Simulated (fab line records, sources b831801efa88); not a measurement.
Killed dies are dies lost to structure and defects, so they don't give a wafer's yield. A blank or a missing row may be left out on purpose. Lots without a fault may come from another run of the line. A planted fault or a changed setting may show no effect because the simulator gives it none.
fab line records | flow gf180mcu
record lots=24 wafers=72 last_day=34
route steps=602 shown V3@450 M4@459 V4@490 V5@544
lots that met no fault: from a run of the same line without faults
start_h: hours from the record's first day to the start of the lot's first wafer shown | wait_h: hours since the lot's step before | " the same as in the row above | L1.1+2: a row that stands for several wafers | - no value, or no start given | * or withheld: withheld | < > ~ a bound
route shown NAME@n: a module of which the file shows steps, and the number in the route of the first | usual: mean/standard deviation of fault-free wafers | same: alike in all rows | chamber/n: place in a boat | sites: the reading at each site | _std_site: their standard deviation | _edge_site: outer sites' mean less inner sites' | radius_mm: how far each site lies from the wafer's centre | mask NAME#n: copy n | behind: the tool/chamber that last shaped the wafer | hold: why the lot was held/for how many hours/how that ended | device: the transistor (n, p or np) that didn't switch | end of line: the same wafers' tests at the end of the route | a step without rows: its recipe alone | killed: dies lost to structure and defects at the first sort, not the wafer's yield | map: a wafer's dies, x killed, . not, _ none there
set.NAME: the setting as run; set.NAME@STEP: as run at that earlier step | model.NAME: the simulator's own value behind a step, which no gauge read
steps of the route over a sample of lots; a table a step, a row a wafer
services: from which hour (start_h, from the record's first day; less than 0 if before it) a tool's chamber was out of use, for how many hours, and why
## steps
# step GF_V3_SPUTTER_21
# recipe material=Ti target_thk_nm=15 chamber_pressure_pa=5 power_w=2500 substrate_temp_c=200 time_s=80.02
# usual throttle_valve_pct=29.7/1.4
# columns lot.wafer tool chamber start_h wait_h throttle_valve_pct
L074.1 pvd_sputter-03 - 513.35 0.0 30.6
L074.3 " - " " 28.8
L074.5 " - " " 29.0
L075.2 pvd_sputter-03 - 521.98 0.0 28.5
L075.4 " - " " 31.1
L075.5 " - " " 28.3
L076.3 pvd_sputter-01 - 533.40 0.0 30.7
L076.5 " - " " 31.0
L076.6 " - " " 30.3
L077.1 pvd_sputter-03 - 536.30 0.0 29.0
L077.3 " - " " 31.0
L077.5 " - " " 28.3
L078.2 pvd_sputter-04 - 553.13 0.0 30.1
L078.3 " - " " 30.6
L078.6 " - " " 30.3
L079.3 pvd_sputter-01 - 559.20 0.0 27.6
L079.5 " - " " 30.7
L079.6 " - " " 27.7
L080.2 pvd_sputter-03 - 568.17 0.0 29.2
L080.4 " - " " 29.0
L080.5 " - " " 31.2
L081.1 pvd_sputter-04 - 572.25 0.0 30.5
L081.2 " - " " 27.0
L081.4 " - " " 30.8
L082.2 pvd_sputter-04 - 582.85 0.0 30.8
L082.5 " - " " 27.2
L082.6 " - " " 30.7
L083.3 pvd_sputter-01 - 591.80 0.0 27.5
L083.4 " - " " 30.7
L083.6 " - " " 31.0
L084.2 pvd_sputter-01 - 600.27 0.0 28.7
L084.5 " - " " 31.0
L084.6 " - " " 30.6
L085.2 pvd_sputter-03 - 610.07 0.0 29.1
L085.3 " - " " 31.5
L085.6 " - " " 31.2
L086.1 pvd_sputter-03 - 617.93 0.0 30.7
L086.2 " - " " 28.3
L086.5 " - " " 30.6
L087.1 pvd_sputter-01 - 623.93 0.0 31.1
L087.4 " - " " 28.8
L087.5 " - " " 30.6
L088.1 pvd_sputter-04 - 628.71 0.0 29.9
L088.4 " - " " 27.2
L088.5 " - " " 30.7
L089.1 pvd_sputter-04 - 638.85 0.0 27.2
L089.2 " - " " 29.8
L089.5 " - " " 30.6
L090.2 pvd_sputter-03 - 644.76 0.0 31.1
L090.3 " - " " 29.1
L090.6 " - " " 28.3
L091.2 pvd_sputter-01 - 648.61 0.0 27.5
L091.4 " - " " 28.6
L091.5 " - " " 27.5
L092.1 pvd_sputter-01 - 654.77 0.0 27.5
L092.2 " - " " 28.6
L092.3 " - " " 31.2
L093.1 pvd_sputter-04 - 662.84 0.0 27.0
L093.3 " - " " 30.4
L093.6 " - " " 30.4
L094.2 pvd_sputter-01 - 670.06 0.0 28.7
L094.4 " - " " 27.4
L094.5 " - " " 30.5
L095.2 pvd_sputter-01 - 674.43 0.0 31.4
L095.3 " - " " 30.7
L095.4 " - " " 27.6
L096.2 pvd_sputter-03 - 683.13 0.0 28.8
L096.3 " - " " 31.0
L096.4 " - " " 28.6
L097.4 pvd_sputter-01 - 686.26 0.0 31.5
L097.5 " - " " 28.7
L097.6 " - " " 31.1
# step GF_M4_SPUTTER_03
# recipe material=Ti target_thk_nm=10 substrate_temp_c=300 chamber_pressure_pa=0.3 power_w=3000 time_s=6.7
# usual throttle_valve_pct=29.9/1
# columns lot.wafer tool chamber start_h wait_h throttle_valve_pct
L074.1 pvd_sputter-02 - 514.21 0.0 29.6
L074.3 " - " " 30.1
L074.5 " - " " 30.1
L075.2 pvd_sputter-04 - 522.83 0.0 29.5
L075.4 " - " " 27.1
L075.5 " - " " 30.6
L076.3 pvd_sputter-04 - 534.26 0.0 27.4
L076.5 " - " " 30.2
L076.6 " - " " 29.7
L077.1 pvd_sputter-03 - 537.16 0.0 30.7
L077.3 " - " " 31.2
L077.5 " - " " 28.2
L078.2 pvd_sputter-03 - 553.99 0.0 31.3
L078.3 " - " " 28.4
L078.6 " - " " 29.1
L079.3 pvd_sputter-02 - 560.07 0.0 30.5
L079.5 " - " " 30.1
L079.6 " - " " 30.5
L080.2 pvd_sputter-02 - 569.02 0.0 29.9
L080.4 " - " " 29.7
L080.5 " - " " 30.2
L081.1 pvd_sputter-03 - 573.10 0.0 31.0
L081.2 " - " " 28.8
L081.4 " - " " 31.2
L082.2 pvd_sputter-03 - 583.70 0.0 31.2
L082.5 " - " " 30.8
L082.6 " - " " 28.5
L083.3 pvd_sputter-03 - 592.66 0.0 31.3
L083.4 " - " " 29.0
L083.6 " - " " 28.5
L084.2 pvd_sputter-04 - 601.12 0.0 30.2
L084.5 " - " " 29.8
L084.6 " - " " 30.4
L085.2 pvd_sputter-02 - 610.92 0.0 29.7
L085.3 " - " " 30.4
L085.6 " - " " 29.9
L086.1 pvd_sputter-04 - 618.79 0.0 29.7
L086.2 " - " " 30.6
L086.5 " - " " 30.4
L087.1 pvd_sputter-02 - 624.79 0.0 30.6
L087.4 " - " " 30.2
L087.5 " - " " 30.3
L088.1 pvd_sputter-04 - 629.56 0.0 29.7
L088.4 " - " " 30.1
L088.5 " - " " 29.7
L089.1 pvd_sputter-02 - 639.71 0.0 30.2
L089.2 " - " " 30.4
L089.5 " - " " 30.2
L090.2 pvd_sputter-04 - 645.97 0.0 29.8
L090.3 " - " " 30.5
L090.6 " - " " 27.0
L091.2 pvd_sputter-02 - 649.47 0.0 30.0
L091.4 " - " " 30.1
L091.5 " - " " 29.5
L092.1 pvd_sputter-02 - 655.62 0.0 30.0
L092.2 " - " " 30.4
L092.3 " - " " 29.8
L093.1 pvd_sputter-03 - 663.69 0.0 29.2
L093.3 " - " " 30.9
L093.6 " - " " 31.4
L094.2 pvd_sputter-02 - 671.03 0.0 30.1
L094.4 " - " " 30.0
L094.5 " - " " 30.1
L095.2 pvd_sputter-03 - 675.28 0.0 31.1
L095.3 " - " " 28.8
L095.4 " - " " 28.3
L096.2 pvd_sputter-03 - 683.98 0.0 30.6
L096.3 " - " " 28.4
L096.4 " - " " 29.0
L097.4 pvd_sputter-03 - 687.11 0.0 31.1
L097.5 " - " " 31.3
L097.6 " - " " 28.3
# step GF_M4_THK_MEAS_06
# recipe thk_meas_gauge=xrf reads=AlCu_of_M4_SPUTTER_02
# usual M4_ALCU_THK=454/3.8
# columns lot.wafer tool chamber start_h wait_h M4_ALCU_THK[nm]
L074.1 film_metro-04 - 514.39 0.1 453
L074.3 " - " " 455
L074.5 " - " " 456
L075.2 film_metro-04 - 523.02 0.1 463
L075.4 " - " " 456
L075.5 " - " " 459
L076.3 film_metro-01 - 534.46 0.1 455
L076.5 " - " " 454
L076.6 " - " " 455
L077.1 film_metro-01 - 537.34 0.1 467
L077.3 " - " " 455
L077.5 " - " " 464
L078.2 film_metro-04 - 554.18 0.1 450
L078.3 " - " " 456
L078.6 " - " " 457
L079.3 film_metro-01 - 560.27 0.1 456
L079.5 " - " " 454
L079.6 " - " " 453
L080.2 film_metro-01 - 569.21 0.1 452
L080.4 " - " " 453
L080.5 " - " " 450
L081.1 film_metro-01 - 573.28 0.1 459
L081.2 " - " " 455
L081.4 " - " " 452
L082.2 film_metro-04 - 583.89 0.1 455
L082.5 " - " " 462
L082.6 " - " " 453
L083.3 film_metro-04 - 592.86 0.1 446
L083.4 " - " " 457
L083.6 " - " " 452
L084.2 film_metro-01 - 601.31 0.1 455
L084.5 " - " " 456
L084.6 " - " " 453
L085.2 film_metro-01 - 611.11 0.1 460
L085.3 " - " " 457
L085.6 " - " " 456
L086.1 film_metro-01 - 618.97 0.1 460
L086.2 " - " " 460
L086.5 " - " " 461
L087.1 film_metro-01 - 624.97 0.1 448
L087.4 " - " " 450
L087.5 " - " " 452
L088.1 film_metro-03 - 629.74 0.1 457
L088.4 " - " " 452
L088.5 " - " " 456
L089.1 film_metro-03 - 639.89 0.1 455
L089.2 " - " " 458
L089.5 " - " " 456
L090.2 film_metro-03 - 646.22 0.1 456
L090.3 " - " " 453
L090.6 " - " " 458
L091.2 film_metro-03 - 649.66 0.1 454
L091.4 " - " " 456
L091.5 " - " " 450
L092.1 film_metro-01 - 655.80 0.1 452
L092.2 " - " " 452
L092.3 " - " " 455
L093.1 film_metro-03 - 663.87 0.1 455
L093.3 " - " " 451
L093.6 " - " " 450
L094.2 film_metro-01 - 671.22 0.1 447
L094.4 " - " " 453
L094.5 " - " " 452
L095.2 film_metro-04 - 675.47 0.1 449
L095.3 " - " " 447
L095.4 " - " " 451
L096.2 film_metro-04 - 684.17 0.1 457
L096.3 " - " " 455
L096.4 " - " " 452
L097.4 film_metro-04 - 687.32 0.1 446
L097.5 " - " " 450
L097.6 " - " " 452
# step GF_V4_CD_MEAS_14
# recipe target_cd_nm=260
# usual cd_nm=260.0/1.2
# columns lot.wafer tool chamber start_h wait_h cd_nm
L074.1 cd_sem-01 - 560.88 0.1 260.8
L074.3 " - " " 261.5
L074.5 " - " " 261.4
L075.2 cd_sem-02 - 568.77 0.1 260.2
L075.4 " - " " 260.2
L075.5 " - " " 261.2
L076.3 cd_sem-02 - 580.01 0.1 259.6
L076.5 " - " " 259.4
L076.6 " - " " 259.3
L077.1 cd_sem-01 - 582.48 0.1 258.7
L077.3 " - " " 259.5
L077.5 " - " " 258.7
L078.2 cd_sem-02 - 598.70 0.1 261.6
L078.3 " - " " 261.4
L078.6 " - " " 262.1
L079.3 cd_sem-02 - 604.16 0.1 261.9
L079.5 " - " " 261.8
L079.6 " - " " 261.4
L080.2 cd_sem-02 - 612.79 0.1 261.2
L080.4 " - " " 258.8
L080.5 " - " " 258.9
L081.1 cd_sem-02 - 616.67 0.1 261.8
L081.2 " - " " 262.5
L081.4 " - " " 260.7
L082.2 cd_sem-02 - 626.23 0.1 260.1
L082.5 " - " " 260.8
L082.6 " - " " 259.2
L083.3 cd_sem-02 - 635.31 0.1 260.9
L083.4 " - " " 261.6
L083.6 " - " " 260.7
L084.2 cd_sem-02 - 643.55 0.1 260.2
L084.5 " - " " 260.6
L084.6 " - " " 260.6
L085.2 cd_sem-02 - 651.77 0.1 258.5
L085.3 " - " " 259.3
L085.6 " - " " 260.9
L086.1 cd_sem-01 - 659.99 0.2 260.0
L086.2 " - " " 259.6
L086.5 " - " " 259.4
L087.1 cd_sem-01 - 665.40 0.1 259.6
L087.4 " - " " 260.1
L087.5 " - " " 259.8
L088.1 cd_sem-01 - 670.70 0.1 260.7
L088.4 " - " " 260.2
L088.5 " - " " 258.6
L089.1 cd_sem-01 - 680.23 0.1 259.7
L089.2 " - " " 259.3
L089.5 " - " " 259.5
L090.2 cd_sem-02 - 686.37 0.1 261.1
L090.3 " - " " 260.5
L090.6 " - " " 260.7
L091.2 cd_sem-01 - 689.19 0.1 257.2
L091.4 " - " " 257.4
L091.5 " - " " 257.5
L092.1 cd_sem-01 - 695.90 0.1 259.5
L092.2 " - " " 260.0
L092.3 " - " " 260.9
L093.1 cd_sem-01 - 701.30 0.1 259.7
L093.3 " - " " 259.9
L093.6 " - " " 259.9
L094.2 cd_sem-01 - 709.34 0.1 262.9
L094.4 " - " " 262.0
L094.5 " - " " 261.1
L095.2 cd_sem-01 - 713.79 0.1 257.2
L095.3 " - " " 258.6
L095.4 " - " " 258.0
L096.2 cd_sem-02 - 721.27 0.1 259.4
L096.3 " - " " 259.4
L096.4 " - " " 259.7
L097.4 cd_sem-01 - 725.20 0.2 257.8
L097.5 " - " " 258.4
L097.6 " - " " 258.7
# step GF_V5_CMP_04
# recipe material=SiO2 down_force_psi=4 platen_rpm=60 pad_velocity_m_s=0.94248
# usual motor_current_A=11.5/1.1
# columns lot.wafer tool chamber start_h wait_h motor_current_A
L074.1 cmp-01 2 606.63 0.1 12.1
L074.3 " 3 " " 12.2
L074.5 " 3 " " 11.2
L075.4 cmp-01 2 615.04 0.1 11.4
L075.2 " 3 " " 11.6
L075.5 " 1 " " 9.8
L076.3 cmp-01 2 624.81 0.1 11.8
L076.5 " 1 " " 9.7
L076.6 " 2 " " 11.7
L077.1 cmp-01 3 626.92 0.1 11.1
L077.3 " 0 " " 12.8
L077.5 " 0 " " 12.8
L078.3 cmp-01 1 643.36 0.1 9.8
L078.2 " 2 " " 11.5
L078.6 " 1 " " 10.1
L079.3 cmp-01 2 648.05 0.4 11.7
L079.5 " 1 " " 10.1
L079.6 " 2 " " 11.5
L080.4 cmp-02 1 655.88 0.1 13.6
L080.2 " 2 " " 11.6
L080.5 " 1 " " 13.4
L081.2 cmp-02 2 659.18 0.0 11.7
L081.4 " 0 " " 9.5
L081.1 " 1 " " 13.8
L082.2 cmp-02 3 669.16 0.1 11.2
L082.5 " 1 " " 13.6
L082.6 " 2 " " 10.9
L083.4 cmp-01 2 676.74 0.0 11.4
L083.3 " 0 " " 12.5
L083.6 " 3 " " 11.7
L084.2 cmp-02 0 685.51 0.2 10.1
L084.6 " 1 " " 12.9
L084.5 " 2 " " 11.2
L085.2 cmp-02 2 693.56 0.5 11.9
L085.3 " 3 " " 10.9
L085.6 " 1 " " 13.1
L086.2 cmp-02 2 700.56 0.0 11.2
L086.1 " 0 " " 9.7
L086.5 " 3 " " 11.7
L087.4 cmp-01 1 706.83 0.0 10.4
L087.1 " 0 " " 12.5
L087.5 " 1 " " 9.8
L088.1 cmp-02 0 712.22 0.1 10.6
L088.4 " 1 " " 13.6
L088.5 " 0 " " 10.1
L089.1 cmp-01 3 720.88 0.1 10.9
L089.2 " 0 " " 12.4
L089.5 " 2 " " 11.7
L090.3 cmp-01 0 726.45 0.1 12.8
L090.2 " 2 " " 11.4
L090.6 " 3 " " 11.1
L091.2 cmp-01 0 729.61 0.1 13.1
L091.4 " 1 " " 10.0
L091.5 " 1 " " 10.1
L092.1 cmp-01 1 736.40 0.1 10.0
L092.3 " 2 " " 11.6
L092.2 " 3 " " 11.5
L093.1 cmp-02 1 740.19 0.1 13.0
L093.3 " 2 " " 11.6
L093.6 " 3 " " 11.9
L094.4 cmp-02 1 747.68 0.7 13.3
L094.2 " 3 " " 11.7
L094.5 " 1 " " 12.7
L095.4 cmp-02 0 751.23 0.1 10.2
L095.2 " 1 " " 13.5
L095.3 " 2 " " 10.7
L096.3 cmp-01 1 758.76 0.0 9.9
L096.2 " 2 " " 11.9
L096.4 " 0 " " 12.2
L097.4 cmp-01 3 762.84 0.1 11.0
L097.5 " 3 " " 12.0
L097.6 " 0 " " 13.3
# step GF_V5_SPUTTER_22
# recipe material=TiN target_thk_nm=10 chamber_pressure_pa=5 power_w=4000 time_s=40
# usual throttle_valve_pct=29.5/1.4
# columns lot.wafer tool chamber start_h wait_h throttle_valve_pct
L074.1 pvd_sputter-03 - 627.93 0.0 31.1
L074.3 " - " " 29.1
L074.5 " - " " 31.2
L075.2 pvd_sputter-03 - 636.47 0.0 28.9
L075.4 " - " " 30.9
L075.5 " - " " 30.7
L076.3 pvd_sputter-03 - 646.51 0.0 29.0
L076.5 " - " " 30.5
L076.6 " - " " 28.2
L077.1 pvd_sputter-04 - 647.68 0.0 29.8
L077.3 " - " " 27.3
L077.5 " - " " 29.9
L078.2 pvd_sputter-01 - 663.73 0.0 27.6
L078.3 " - " " 30.8
L078.6 " - " " 28.8
L079.3 pvd_sputter-01 - 668.39 0.0 28.4
L079.5 " - " " 27.4
L079.6 " - " " 29.0
L080.2 pvd_sputter-04 - 675.83 0.0 26.9
L080.4 " - " " 29.8
L080.5 " - " " 29.5
L081.1 pvd_sputter-03 - 679.42 0.0 31.4
L081.2 " - " " 28.9
L081.4 " - " " 30.5
L082.2 pvd_sputter-01 - 689.63 0.0 30.7
L082.5 " - " " 27.4
L082.6 " - " " 28.6
L083.3 pvd_sputter-03 - 696.47 0.0 30.7
L083.4 " - " " 31.0
L083.6 " - " " 28.3
L084.2 pvd_sputter-01 - 705.22 0.0 27.3
L084.5 " - " " 27.5
L084.6 " - " " 30.7
L085.2 pvd_sputter-03 - 713.07 0.0 30.9
L085.3 " - " " 31.1
L085.6 " - " " 28.9
L086.1 pvd_sputter-01 - 719.82 0.0 30.4
L086.2 " - " " 27.5
L086.5 " - " " 27.9
L087.1 pvd_sputter-01 - 725.47 0.0 31.0
L087.4 " - " " 28.5
L087.5 " - " " 27.4
L088.1 pvd_sputter-01 - 730.70 0.0 30.7
L088.4 " - " " 27.8
L088.5 " - " " 30.7
L089.1 pvd_sputter-04 - 739.02 0.0 27.3
L089.2 " - " " 30.8
L089.5 " - " " 30.7
L090.2 pvd_sputter-01 - 744.97 0.0 31.3
L090.3 " - " " 30.4
L090.6 " - " " 30.5
L091.2 pvd_sputter-01 - 748.29 0.0 28.9
L091.4 " - " " 30.9
L091.5 " - " " 28.6
L092.1 pvd_sputter-04 - 754.57 0.0 30.6
L092.2 " - " " 30.2
L092.3 " - " " 29.6
L093.1 pvd_sputter-03 - 757.69 0.0 28.9
L093.3 " - " " 30.6
L093.6 " - " " 28.6
L094.2 pvd_sputter-04 - 765.37 0.0 27.2
L094.4 " - " " 30.8
L094.5 " - " " 30.7
L095.2 pvd_sputter-01 - 768.12 0.0 28.5
L095.3 " - " " 27.6
L095.4 " - " " 30.6
L096.2 pvd_sputter-03 - 775.33 0.0 28.2
L096.3 " - " " 30.9
L096.4 " - " " 28.8
L097.4 pvd_sputter-04 - 779.93 0.0 30.5
L097.5 " - " " 27.3
L097.6 " - " " 30.4
## services
# columns tool chamber start_h hours kind
cmp-02 - 502.33 0.8 repair
cmp-01 - 506.79 0.5 repair
cmp-02 - 509.57 4.8 repair
cmp-01 - 522.55 2.2 repair
cmp-02 - 524.00 1.4 repair
pvd_sputter-02 - 532.31 4.7 repair
pvd_sputter-03 - 541.15 1.8 repair
cmp-02 - 547.73 0.7 repair
cmp-01 - 553.33 1.5 repair
cmp-02 - 570.02 0.9 repair
cmp-02 - 573.04 4.0 pm
cmp-02 - 576.00 1.8 repair
pvd_sputter-01 - 606.81 4.5 repair
cmp-02 - 626.46 2.4 pm
pvd_sputter-01 - 631.56 5.4 repair
pvd_sputter-04 - 643.78 1.3 repair
cmp-02 - 644.53 3.4 repair
cmp-02 - 647.20 2.5 repair
cmp-02 - 652.05 1.3 repair
pvd_sputter-03 - 656.19 1.0 repair
cmp-01 - 692.55 1.7 repair
cmp-01 - 731.34 3.2 pm
pvd_sputter-03 - 735.65 5.4 repair
cmp-01 - 744.00 4.0 pm
## key
fault none
